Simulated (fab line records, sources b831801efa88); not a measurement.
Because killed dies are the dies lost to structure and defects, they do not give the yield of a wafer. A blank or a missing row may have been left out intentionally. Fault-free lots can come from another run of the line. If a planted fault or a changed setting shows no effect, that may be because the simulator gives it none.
fab line records    flow gf180mcu
record: lots: 13  wafers: 39  last_day: 34
route steps=602 shown HV_LDD@184 NSD@245 SAB@264
lots that met no fault: from a run of the same line without faults
start_h: hours from the record's first day to the start of the lot's first wafer shown    wait_h: hours from the lot's prior step to this one    " same as the row above    L1.1+2: a row that stands for several wafers    - value missing, or start not given    * or withheld: withheld    < > ~ a bound
route shown NAME@n: NAME is a module with steps in the file, n the number in the route of the first one    usual: the fault-free wafers' mean and standard deviation    same: alike in all rows    chamber/n: place in a boat    sites: each site's reading    _std_site: standard deviation of those values    _edge_site: outer sites' mean less inner sites'    radius_mm: for every site, how far away it sits from the centre of the wafer    mask NAME#n: copy n    behind: the last tool/chamber to shape the wafer    hold: why the lot was held/for how many hours/how that ended    device: transistor that didn't switch, given as n, p or np    end of line: the route-end tests of the same wafers    where a step has no rows: the recipe by itself    killed: at the first sort, the dies lost to defects and structure; wafer yield is something else    map: a wafer's dies, marking killed ones x, the rest . and places with no die _
set.NAME: the setting as run; set.NAME@STEP: as run at that earlier step    model.NAME: the simulator's own value behind a step, which no gauge read
one table for each step of the route and one row for each wafer, over a sample of lots
services: the hour from which a tool's chamber was out of use, counted from the record's first day as start_h (under 0 if before that day), plus the number of hours and why
== steps ==
step: GF_HV_LDD_OVL_MEAS_08
usual: HV_LDD_OVL: 0.3/1.6
lot.wafer  tool        chamber  start_h  wait_h  HV_LDD_OVL[nm]
L875.1     overlay-02  -        220.17   0.1     0.0
L875.5     "           -        "        "       -1.2
L875.6     "           -        "        "       -2.1
L876.1     overlay-01  -        224.11   0.1     -0.5
L876.3     "           -        "        "       -2.6
L876.5     "           -        "        "       -2.3
L880.1     overlay-02  -        253.94   0.1     0.5
L880.4     "           -        "        "       0.6
L880.6     "           -        "        "       1.5
L883.1     overlay-01  -        273.86   0.1     -0.8
L883.3     "           -        "        "       -1.3
L883.4     "           -        "        "       -1.2
L885.1     overlay-02  -        291.79   0.1     -0.4
L885.4     "           -        "        "       -2.6
L885.5     "           -        "        "       -1.5
L888.1     overlay-01  -        310.61   0.1     -1.2
L888.3     "           -        "        "       0.1
L888.4     "           -        "        "       -2.0
L890.1     overlay-01  -        323.62   0.1     2.1
L890.3     "           -        "        "       2.1
L890.4     "           -        "        "       3.5
L891.4     overlay-02  -        330.81   0.1     0.1
L891.5     "           -        "        "       -0.5
L891.6     "           -        "        "       0.4
L892.1     overlay-01  -        344.11   0.1     1.2
L892.3     "           -        "        "       0.8
L892.5     "           -        "        "       0.8
L895.1     overlay-02  -        363.17   0.1     0.5
L895.2     "           -        "        "       1.3
L895.4     "           -        "        "       1.6
L896.1     overlay-01  -        370.89   0.1     -2.2
L896.2     "           -        "        "       -2.1
L896.3     "           -        "        "       -2.6
L897.2     overlay-01  -        377.28   0.1     -1.8
L897.3     "           -        "        "       -2.8
L897.6     "           -        "        "       -0.8
L898.1     overlay-02  -        390.07   0.1     0.1
L898.2     "           -        "        "       -0.2
L898.3     "           -        "        "       -0.3
step: GF_HV_LDD_RS_MEAS_53
recipe: thk_meas_gauge: four-point-probe
usual: HV_LDD_RS: 418.9/0.96
lot.wafer  tool           chamber  start_h  wait_h  HV_LDD_RS[ohm/sq]
L875.1     film_metro-03  -        277.48   0.1     418.2
L875.5     "              -        "        "       416.8
L875.6     "              -        "        "       417.6
L876.1     film_metro-01  -        281.18   0.1     418.7
L876.3     "              -        "        "       419.7
L876.5     "              -        "        "       419.0
L880.1     film_metro-03  -        314.32   0.1     417.7
L880.4     "              -        "        "       418.5
L880.6     "              -        "        "       416.6
L883.1     film_metro-03  -        337.04   0.1     417.8
L883.3     "              -        "        "       420.0
L883.4     "              -        "        "       420.0
L885.1     film_metro-02  -        354.40   0.1     419.8
L885.4     "              -        "        "       419.2
L885.5     "              -        "        "       418.9
L888.1     film_metro-01  -        376.89   0.1     419.3
L888.3     "              -        "        "       419.4
L888.4     "              -        "        "       419.6
L890.1     film_metro-03  -        391.57   0.1     416.7
L890.3     "              -        "        "       418.7
L890.4     "              -        "        "       418.3
L891.4     film_metro-03  -        399.76   0.1     419.4
L891.5     "              -        "        "       418.7
L891.6     "              -        "        "       419.5
L892.1     film_metro-01  -        413.57   0.1     418.2
L892.3     "              -        "        "       419.0
L892.5     "              -        "        "       418.8
L895.1     film_metro-01  -        434.53   0.1     418.2
L895.2     "              -        "        "       418.1
L895.4     "              -        "        "       419.3
L896.1     film_metro-03  -        442.93   0.1     420.0
L896.2     "              -        "        "       420.5
L896.3     "              -        "        "       420.3
L897.2     film_metro-03  -        449.09   0.1     419.2
L897.3     "              -        "        "       420.3
L897.6     "              -        "        "       419.1
L898.1     film_metro-01  -        463.32   0.1     419.9
L898.2     "              -        "        "       419.5
L898.3     "              -        "        "       419.6
step: GF_NSD_IMPLANT_10
recipe: species: P  energy_kev: 40  dose_cm2: 5e+14  tilt_deg: 7
usual: dose_ions_cm2: 5e+14/5.9e+11  end_station_pressure_torr: 7.2e-06/3.6e-07  faraday_current_uA: 2779/58
lot.wafer  tool          chamber  start_h  wait_h  dose_ions_cm2  end_station_pressure_torr  faraday_current_uA
L875.1     implanter-01  0        299.61   0.1     4.996e+14      7e-06                      2802
L875.5     "             0        "        "       4.994e+14      7e-06                      2768
L875.6     "             0        "        "       4.998e+14      7.2e-06                    2879
L876.1     implanter-01  0        304.63   0.1     5.005e+14      7.3e-06                    2748
L876.3     "             0        "        "       5.006e+14      7.8e-06                    2684
L876.5     "             0        "        "       5.002e+14      7.3e-06                    2889
L880.1     implanter-03  0        337.46   0.1     5e+14          7.1e-06                    2707
L880.4     "             0        "        "       4.996e+14      7.7e-06                    2705
L880.6     "             0        "        "       4.992e+14      6.4e-06                    2752
L883.1     implanter-03  0        361.88   0.1     5.9e+14        7.8e-06                    3417
L883.3     "             0        "        "       5.9e+14        7.9e-06                    3371
L883.4     "             0        "        "       5.891e+14      7.6e-06                    3224
L885.1     implanter-03  0        379.15   0.1     5.885e+14      7.4e-06                    3269
L885.4     "             0        "        "       5.886e+14      8.4e-06                    3444
L885.5     "             0        "        "       5.888e+14      7.9e-06                    3234
L888.1     implanter-01  0        404.31   0.1     5e+14          7e-06                      2800
L888.3     "             0        "        "       5.002e+14      7.3e-06                    2749
L888.4     "             0        "        "       5.009e+14      7.6e-06                    2707
L890.1     implanter-04  0        418.11   0.1     4.996e+14      7e-06                      2746
L890.3     "             0        "        "       4.997e+14      7.2e-06                    2772
L890.4     "             0        "        "       4.982e+14      7.3e-06                    2763
L891.4     implanter-01  0        425.59   0.1     4.99e+14       7.8e-06                    2846
L891.5     "             0        "        "       4.99e+14       6.6e-06                    2659
L891.6     "             0        "        "       4.991e+14      7.1e-06                    2694
L892.1     implanter-01  0        440.51   0.1     5.009e+14      7.5e-06                    2761
L892.3     "             0        "        "       5.004e+14      7.4e-06                    2711
L892.5     "             0        "        "       5.007e+14      7.4e-06                    2782
L895.1     implanter-03  0        461.88   0.1     5.01e+14       7.1e-06                    2744
L895.2     "             0        "        "       5e+14          7.1e-06                    2903
L895.4     "             0        "        "       5.001e+14      7.4e-06                    2882
L896.1     implanter-03  0        470.46   0.1     5.006e+14      7.7e-06                    2904
L896.2     "             0        "        "       5.001e+14      6.4e-06                    2795
L896.3     "             0        "        "       4.999e+14      6.9e-06                    2762
L897.2     implanter-04  0        476.33   0.1     5.002e+14      7.2e-06                    2826
L897.3     "             0        "        "       5.009e+14      6.8e-06                    2798
L897.6     "             0        "        "       4.998e+14      7.4e-06                    2733
L898.1     implanter-03  0        490.10   0.1     4.985e+14      7.3e-06                    2829
L898.2     "             0        "        "       4.993e+14      7.6e-06                    2731
L898.3     "             0        "        "       4.995e+14      6.9e-06                    2761
step: GF_PSD_RS_MEAS_14
recipe: thk_meas_gauge: four-point-probe
usual: NSD_RS: 46.42/0.084
lot.wafer  tool           chamber  start_h  wait_h  hold                      NSD_RS[ohm/sq]
L875.1     film_metro-03  -        320.93   0.1     -                         46.44
L875.5     "              -        "        "       -                         46.36
L875.6     "              -        "        "       -                         46.39
L876.1     film_metro-03  -        325.54   0.1     -                         46.52
L876.3     "              -        "        "       -                         46.50
L876.5     "              -        "        "       -                         46.52
L880.1     film_metro-03  -        359.47   0.1     -                         46.48
L880.4     "              -        "        "       -                         46.31
L880.6     "              -        "        "       -                         46.43
L883.1     film_metro-03  -        385.05   0.1     await_dispo/0.2h/release  45.25
L883.3     "              -        "        "       await_dispo/0.2h/release  45.38
L883.4     "              -        "        "       await_dispo/0.2h/release  45.31
L883.1     film_metro-03  -        385.33   0.3     -                         45.33
L883.3     "              -        "        "       -                         45.36
L883.4     "              -        "        "       -                         45.35
L885.1     film_metro-03  -        403.32   0.1     await_dispo/0.2h/release  45.38
L885.4     "              -        "        "       await_dispo/0.2h/release  45.45
L885.5     "              -        "        "       await_dispo/0.2h/release  45.31
L885.1     film_metro-03  -        403.71   0.4     -                         45.34
L885.4     "              -        "        "       -                         45.45
L885.5     "              -        "        "       -                         45.26
L888.1     film_metro-03  -        428.89   0.1     -                         46.52
L888.3     "              -        "        "       -                         46.42
L888.4     "              -        "        "       -                         46.43
L890.1     film_metro-03  -        442.35   0.1     -                         46.30
L890.3     "              -        "        "       -                         46.37
L890.4     "              -        "        "       -                         46.44
L891.4     film_metro-03  -        450.85   0.1     -                         46.48
L891.5     "              -        "        "       -                         46.32
L891.6     "              -        "        "       -                         46.45
L892.1     film_metro-02  -        465.75   0.1     -                         46.42
L892.3     "              -        "        "       -                         46.40
L892.5     "              -        "        "       -                         46.56
L895.1     film_metro-02  -        486.63   0.1     -                         46.56
L895.2     "              -        "        "       -                         46.49
L895.4     "              -        "        "       -                         46.47
L896.1     film_metro-02  -        495.32   0.1     -                         46.52
L896.2     "              -        "        "       -                         46.46
L896.3     "              -        "        "       -                         46.38
L897.2     film_metro-04  -        501.07   0.1     -                         46.41
L897.3     "              -        "        "       -                         46.43
L897.6     "              -        "        "       -                         46.48
L898.1     film_metro-03  -        513.99   0.1     -                         46.35
L898.2     "              -        "        "       -                         46.39
L898.3     "              -        "        "       -                         46.39
step: GF_SAB_CVD_00
recipe: material: SiO2  target_thk_nm: 50  precursor: TEOS  temp_c: 400  time_s: 4.9302  rf_w: 600
usual: heater_power_w: 683/94
lot.wafer  tool      chamber  start_h  wait_h  heater_power_w
L875.1     pecvd-03  1        321.17   0.1     744
L875.5     "         0        "        "       754
L875.6     "         1        "        "       756
L876.1     pecvd-03  2        325.78   0.1     704
L876.3     "         1        "        "       724
L876.5     "         2        "        "       699
L880.1     pecvd-03  2        359.71   0.1     682
L880.4     "         1        "        "       717
L880.6     "         0        "        "       760
L883.1     pecvd-04  0        387.45   0.1     658
L883.3     "         2        "        "       696
L883.4     "         1        "        "       597
L885.1     pecvd-04  0        405.04   0.1     624
L885.4     "         0        "        "       647
L885.5     "         1        "        "       580
L888.1     pecvd-02  0        429.13   0.1     611
L888.3     "         1        "        "       692
L888.4     "         1        "        "       679
L890.1     pecvd-04  0        442.59   0.1     662
L890.3     "         1        "        "       612
L890.4     "         1        "        "       611
L891.4     pecvd-02  2        451.04   0.0     881
L891.5     "         0        "        "       682
L891.6     "         1        "        "       621
L892.1     pecvd-02  0        465.99   0.1     672
L892.3     "         1        "        "       639
L892.5     "         0        "        "       666
L895.1     pecvd-02  1        486.87   0.1     567
L895.2     "         0        "        "       680
L895.4     "         0        "        "       699
L896.1     pecvd-04  0        495.56   0.1     647
L896.2     "         2        "        "       733
L896.3     "         1        "        "       591
L897.2     pecvd-03  2        501.29   0.1     703
L897.3     "         0        "        "       784
L897.6     "         1        "        "       765
L898.1     pecvd-04  0        514.23   0.1     560
L898.2     "         2        "        "       673
L898.3     "         1        "        "       535
== services ==
tool          chamber  start_h  hours  kind
pecvd-04      -        293.45   1.5    repair
implanter-03  -        309.78   2.1    pm
pecvd-03      2        317.11   4.5    repair
pecvd-04      -        328.74   2.9    repair
implanter-04  -        333.10   6.6    repair
implanter-01  -        367.92   3.0    repair
pecvd-02      -        368.88   14.0   pm
pecvd-02      0        368.88   14.0   vent_cycle
pecvd-02      1        368.88   14.0   vent_cycle
pecvd-02      2        368.88   14.0   vent_cycle
implanter-01  -        378.83   2.6    repair
pecvd-02      0        382.88   -      clean
pecvd-02      1        382.88   -      clean
implanter-04  -        398.53   5.2    pm
pecvd-02      -        413.27   2.8    pm
pecvd-02      1        418.77   6.2    repair
pecvd-02      -        423.06   3.1    repair
implanter-01  -        430.63   3.6    pm
pecvd-04      -        441.23   0.9    repair
pecvd-04      1        447.15   3.0    repair
pecvd-04      2        450.12   4.4    repair
implanter-01  -        453.63   2.9    repair
pecvd-02      -        481.86   4.0    repair
pecvd-03      0        507.33   7.6    repair
== key ==
first_sign: step: GF_NSD_IMPLANT_10  reading: dose_ions_cm2  direction: up  sigmas: 99+  usual: 5e+14  struck: 5.892e+14
effect: step: GF_NSD_IMPLANT_10  reading: faraday_current_uA  direction: up  sigmas: 9.4  usual: 2779  struck: 3326
effect: step: GF_PSD_RS_MEAS_14  reading: visit  direction: added
effect: step: GF_PSD_RS_MEAS_14  reading: NSD_RS  direction: down  sigmas: 13  usual: 46.42  struck: 45.35
met_at GF_NSD_IMPLANT_10
struck_lots L883,L885
rows_end L883.1,L883.3,L883.4,L885.1,L885.4,L885.5
not_acting_at GF_HV_LDD_OVL_MEAS_08,GF_HV_LDD_RS_MEAS_53,GF_SAB_CVD_00
onset_between 337.46 361.88
fault: kind: process_parameter_drift  tool: implanter-03  chamber: -  onset_h: 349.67  steps: GF_NSD_IMPLANT_10  channel: dose_cm2  offset: 8.9259e+13  shape: step  end_h: 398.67  acts_in: these_recipes_only  stated: 5e+14
rows_end: these wafers met a further fault down the route, and their rows from its step on are left out
